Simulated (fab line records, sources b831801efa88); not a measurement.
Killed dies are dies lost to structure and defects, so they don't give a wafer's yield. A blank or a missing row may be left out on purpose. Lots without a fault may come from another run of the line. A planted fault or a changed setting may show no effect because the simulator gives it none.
Chamber matching | flow gf180mcu | GF_CONTACT_ETCH_17 on rie_diel-04: 4 sister chambers
The step etches SiO2 in C4F8/O2/Ar, stops on CoSi2, target depth 860 nm. 4 wafers are shown with their chamber, then 7 later ones without.

WAFERS WITH THEIR CHAMBER
wafer  | chamber | oes_product_au (a.u.)
L274.1 | 1       | 0.818
L274.3 | 0       | 0.821
L281.2 | 2       | 0.814
L281.3 | 3       | 0.821

WAFERS WITHOUT THEIR CHAMBER
wafer  | oes_product_au (a.u.)
L281.4 | 0.812
L283.1 | 0.805
L283.4 | 0.816
L283.6 | 0.826
L284.2 | 0.809
L284.4 | 0.814
L284.5 | 0.807

WHICH CHAMBER EACH WENT THROUGH
wafer  | from the rows above               | in truth
L281.4 | can't be placed: 2 or 1 or 0 or 3 | 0
L283.1 | can't be placed: 2 or 1 or 0 or 3 | 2
L283.4 | can't be placed: 1 or 2 or 0 or 3 | 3
L283.6 | can't be placed: 0 or 3 or 1 or 2 | 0
L284.2 | can't be placed: 2 or 1 or 0 or 3 | 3
L284.4 | can't be placed: 2 or 1 or 0 or 3 | 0
L284.5 | can't be placed: 2 or 1 or 0 or 3 | 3
Placed correctly: 0 of 7. Can't be placed from these rows: 7 (the true chamber is among the candidates in 7). Placed wrongly: 0.
How it was worked out, from the rows above alone: a wafer's distance from a chamber is the root of the sum, over the readings, of the square of ((its reading less the chamber's mean) divided by the reading's scatter). The wafer belongs to the nearest chamber; if the next one is less than 2 further off, it can't be placed. A chamber's mean is the mean of its shown wafers. The scatter: with one shown wafer a chamber, the root of the mean of the squares of how far each hidden wafer lies from its nearest shown one.
